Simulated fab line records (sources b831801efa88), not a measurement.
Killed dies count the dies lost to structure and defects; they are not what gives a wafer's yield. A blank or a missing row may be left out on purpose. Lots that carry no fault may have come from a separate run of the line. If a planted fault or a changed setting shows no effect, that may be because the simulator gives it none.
A lot that was struck, set against a sound lot || flow sky130 || 44 steps out of a route of 708
Sound: the wafers L477.2, L477.3, L477.5. Wafers L466.1, L466.6 were the ones struck. Last of all comes the cause.
Each step with rows lists, per side, the tool, then ch with its chambers, then its first start. Under that, the readings that differ: sound wafers || struck wafers || difference of the means || sigmas: that difference in standard deviations of wafers without a fault.
alike: words and numbers the same on both sides, and readings whose means are apart by under 2 such deviations; not compared: readings that were withheld, readings missing a value for some wafer, numbers with overlapping values and no deviation given by the record, and bounds like >300 which may hide the same value.
The two part at a step that has a row with sigmas, a row that says differs or no value, or rows on one side only. Numbers that don't overlap but have no deviation are shown without sigmas and don't part them. A reading missing from all wafers of one side parts the sides only when that side holds two or more wafers.

first, 5 steps without rows for these wafers: SKY_VIA2_ETCH_15 (etches SiO2 in C4F8/O2/Ar, stops on TiN, target depth 546 nm, time 84 s); SKY_VIA2_STRIP_16 (strips in O2/N2); SKY_VIA2_STRIP_17 (strips in post etch residue remover, time 1200 s); SKY_VIA2_CLEAN_18 (cleans in IPA, time 180 s); SKY_VIA2_CLEAN_19 (cleans in O3/DIW).
SKY_VIA2_SPUTTER_20: material TiN, target thk 20 nm, time 80 s.
  sound on pvd-sputter-02, day 42 01:36; struck on pvd-sputter-02, day 39 01:15
  alike: throttle-valve-pct
SKY_VIA2_CVD_21: deposits W, target thk 420 nm, time 126.4 s.
  sound on cvd-w-01 ch 0,1, day 42 01:40; struck on cvd-w-02 ch 1, day 39 01:19
{"reading": "heater-power-w (W)", "sound": "820 742 767", "struck": "868 862", "difference": "+89", "sigmas": "+2"}
  alike: susceptor-temp-C
SKY_VIA2_RS_MEAS_22: measurement is done with a four-point probe.
  sound on film-metro-02, day 42 01:49; struck on film-metro-04, day 39 01:26
  alike: VIA2_W_RS
SKY_VIA2_THK_MEAS_23: measures by xrf.
  sound on film-metro-02, day 42 01:55; struck on film-metro-04, day 39 01:34
  alike: VIA2_W_THK
then, 3 steps without rows for these wafers: SKY_VIA2_CMP_24 (polishes, stops on SiO2, t overpolish 20 s, target thk 0 nm); SKY_METAL3_SPUTTER_00 (material Ti, target thk 15 nm, time 10 s); SKY_METAL3_SPUTTER_01 (material TiN, target thk 20 nm, time 16.7 s).
SKY_METAL3_SPUTTER_02: material AlCu, target thk 735 nm, time 39.1 s.
  sound on pvd-sputter-01, day 42 02:25; struck on pvd-sputter-03, day 39 02:14
{"reading": "model.AlCu_of_METAL3_SPUTTER_02.thk-nm (nm)", "sound": "744.1 736.9 731", "struck": "764.8 771.9", "difference": "+31.0", "sigmas": ""}
  alike: throttle-valve-pct
SKY_METAL3_SPUTTER_03: material Ti, target thk 5 nm, time 3.3 s.
  sound on pvd-sputter-01, day 42 02:28; struck on pvd-sputter-03, day 39 02:17
  alike: throttle-valve-pct
then, 1 step without rows for these wafers: SKY_METAL3_SPUTTER_04 (material TiN, target thk 70 nm, time 58.3 s).
SKY_CAPM_CVD_00: deposits SiO2, target thk 15.5 nm.
  sound on pecvd-01 ch 0,2, day 42 02:32; struck on pecvd-01 ch 1,2, day 39 02:20
  alike: heater-power-w, susceptor-temp-C
SKY_CAPM_THK_MEAS_01:
  sound on film-metro-04, day 42 02:34; struck on film-metro-02, day 39 02:22
{"reading": "CAPM_CVD_00_THK (nm)", "sound": "15.23 15.40 15.57", "struck": "15.92 16.01", "difference": "+0.56", "sigmas": "+3"}
SKY_CAPM_SPUTTER_02: material TiN, target thk 200 nm, time 166.7 s.
  sound on pvd-sputter-04, day 42 02:37; struck on pvd-sputter-04, day 39 02:25
  alike: susceptor-temp-C, throttle-valve-pct
SKY_CAPM_RS_MEAS_03: measurement is done with a four-point probe.
  sound on film-metro-02, day 42 02:44; struck on film-metro-04, day 39 02:32
  alike: CAPM_TIN_RS
SKY_CAPM_THK_MEAS_04: measures by xrf.
  sound on film-metro-02, day 42 02:51; struck on film-metro-04, day 39 02:39
  alike: CAPM_TIN_THK
then, 7 steps without rows for these wafers: SKY_CAPM_DEHYDRATE_05 (time 60 s); SKY_CAPM_HMDS_06 (prime time 60 s); SKY_CAPM_COAT_07 (resist thk 1140 nm); SKY_CAPM_SOFTBAKE_08 (time 60 s); SKY_CAPM_EXPOSE_09 (exposes mask CAPM, target cd 1000 nm); SKY_CAPM_PEB_10; SKY_CAPM_DEVELOP_11 (develop time 60 s).
SKY_CAPM_OVL_MEAS_12:
  sound on overlay-02, day 43 01:47; struck on overlay-01, day 40 03:20
  alike: CAPM_OVL
then, 13 steps without rows for these wafers: SKY_CAPM_METAL_ETCH_13 (etches TiN in Cl2/BCl3, stops on SiO2, target depth 220 nm, time 62.9 s); SKY_CAPM_STRIP_14 (strips in O2/N2); SKY_CAPM_STRIP_15 (strips in post etch residue remover, time 1200 s); SKY_CAPM_CLEAN_16 (cleans in IPA, time 180 s); SKY_CAPM_CLEAN_17 (cleans in O3/DIW); SKY_METAL3_DEHYDRATE_05 (time 60 s); SKY_METAL3_HMDS_06 (prime time 60 s); SKY_METAL3_COAT_07 (resist thk 60 nm); SKY_METAL3_COAT_08 (resist thk 1140 nm); SKY_METAL3_SOFTBAKE_09 (time 90 s); SKY_METAL3_EXPOSE_10 (exposes mask MM3, target cd 300 nm); SKY_METAL3_PEB_11; SKY_METAL3_DEVELOP_12 (develop time 60 s).
SKY_METAL3_CD_MEAS_13 targets a cd of 300 nm.
  sound on cd-sem-01, day 44 01:08; struck on cd-sem-02, day 41 03:55
  alike: cd-nm
SKY_METAL3_METAL_ETCH_18: etches the open film in Cl2/BCl3, stops on SiO2, target depth 845 nm, time 183.1 s.
  sound on rie-metal-02 ch 0,1, day 44 01:25; struck on rie-metal-03 ch 0, day 41 04:14
{"reading": "oes-product-au (a.u.)", "sound": "0.872 0.868 0.864", "struck": "0.888 0.891", "difference": "+0.021", "sigmas": "+3"}
{"reading": "model.METAL3.feature-depth-nm (nm)", "sound": "874.2 866.8 861.8", "struck": "895.2 902.6", "difference": "+31.3", "sigmas": ""}
{"reading": "model.etch.depth-nm (nm)", "sound": "874.2 866.8 861.8", "struck": "895.2 902.6", "difference": "+31.3", "sigmas": ""}
  alike: drypump-motor-current-A, throttle-valve-pct
  not compared: rf-hours-counter-h
-- the record jumps here: 7 days lie between the struck wafers' starts before and after (it left off in module METAL3 and takes up again in module PAD_OPEN, whose first step shown is number 708 of the route) --
SKY_PAD_OPEN_PROBE_99:
  sound on prober-01, day 50 05:52; struck on prober-02, day 48 00:10
{"reading": "killed-at-other", "sound": "0 0 0", "struck": "3 0", "difference": "+2", "sigmas": "+2"}
{"reading": "model.etest.met3.rs-ohm-sq", "sound": "0.04254 0.04235 0.04281", "struck": "0.04089 0.04045", "difference": -0.00190, "sigmas": ""}
  alike: defect-limited-yield, killed_at_M0_to_M3, killed_at_M4_up, killed-at-contacts, killed-at-front-end, killed-dies, killed-on-rim, killed-open, killed-short, sort_bin_3_pad_short, sort_bin_5_function, sort_bin_6_memory, sort-n-pass, sort-yield-pct

WHERE THEY PART
Earliest at SKY_VIA2_CVD_21; latest, in this record, at SKY_PAD_OPEN_PROBE_99.

WHY: what the simulator had put in
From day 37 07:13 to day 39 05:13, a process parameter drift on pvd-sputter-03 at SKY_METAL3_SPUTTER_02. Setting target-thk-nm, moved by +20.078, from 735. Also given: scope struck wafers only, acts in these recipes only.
